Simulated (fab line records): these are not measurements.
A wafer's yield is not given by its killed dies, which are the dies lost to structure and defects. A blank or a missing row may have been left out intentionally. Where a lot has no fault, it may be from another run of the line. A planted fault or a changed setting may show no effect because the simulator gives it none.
Problem report, 8D (eight disciplines) form, completed by code ; flow gf180mcu ; the parts of the form that need people (team, actions taken, sign-off) are left out

== 1. WHAT IS WRONG ==
At GF_M4_SPUTTER_04, chamberPressurePa averages 0.4276 Pa over 6 wafers from 2 lots, while fault-free wafers read 0.4001 Pa, standard deviation 0.0008. That is +34 standard deviations from the usual mean.
The step: material TiN, target thk 50 nm, time 41.7 s.
The first sign was on wafer L394.3 at day 25 02:53, on pvdSputter-04. The record holds 36 wafers of 12 lots with a number at this step. The rule behind "out" and "out of limits": a value lying over 4 standard deviations away from the usual mean. All remaining wafers that have a number are taken as sound.

== 2. WHAT IT IS, AND WHAT IT ISN'T ==
question;is;is not
which readings at this step;chamberPressurePa;-
which lots;L394, L396;L389, L390, L391, L393, L400, L403, L405, L406, L407, L410
which wafers of those lots;all that have a number;-
read on which tools;pvdSputter-04;pvdSputter-01, pvdSputter-03
when;from day 25 02:53;"up to then (12 sound wafers); but 18 sound wafers of L400, L403, L405, L406, L407, L410 came after"

== 3. SUSPECTS, AND WHAT RULES EACH OUT ==
Counting: a tool at any process step up to the reading remains a suspect when it ran all the lots that are out and ran no sound lot after the first of those.
- rieMetal-03 at GF_M3_METAL_ETCH_16 (etches the open film in Cl2/BCl3, stops on SiO2, target depth 627.5 nm, time 104.6 s): ruled out as a lasting fault. Sound lots L403, L405, L407, L410 ran on it after its first lot that is out, L394 (day 24 01:54).
- pvdSputter-04 at GF_M4_SPUTTER_04 (material TiN, target thk 50 nm, time 41.7 s): ruled out as a lasting fault. Sound lots L405, L407, L410 ran on it after its first lot that is out, L394 (day 25 02:53).
Left after counting: nothing in the record.

== 4. THE CAUSE (what the simulator had put in) ==
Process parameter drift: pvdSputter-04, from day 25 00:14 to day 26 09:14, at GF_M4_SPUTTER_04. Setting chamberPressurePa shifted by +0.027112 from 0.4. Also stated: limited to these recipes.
Counting ruled it out, wrongly.

== 5. SEQUENCE OF EFFECTS, ordered by route ==
Each row: a reading whose mean over the struck wafers that have a number lies more than 3 standard deviations from the usual. Readings are gone through only where the record gives a usual standard deviation; hours: the median, over the lots, of the time from a lot's start at the first step in this table giving one to that lot's start at this step; sigmas: the change measured in usual standard deviations.
hours;step;reading;usual;on struck wafers;change;sigmas
0;GF_M4_SPUTTER_04;chamberPressurePa;0.4001 Pa;0.4276;+0.0275;+34
Its process steps:
- GF_M4_SPUTTER_04: material TiN, target thk 50 nm, time 41.7 s.
Later steps that measure or inspect, where all struck wafers having a row at the step show a number for every such reading and not one has moved that far: GF_M4_OVL_MEAS_15.

== 6. HOW IT WOULD HAVE BEEN CAUGHT EARLIER ==
First out-of-limits reading in this record: day 25 02:53, which is 3 hours after fault onset at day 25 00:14.
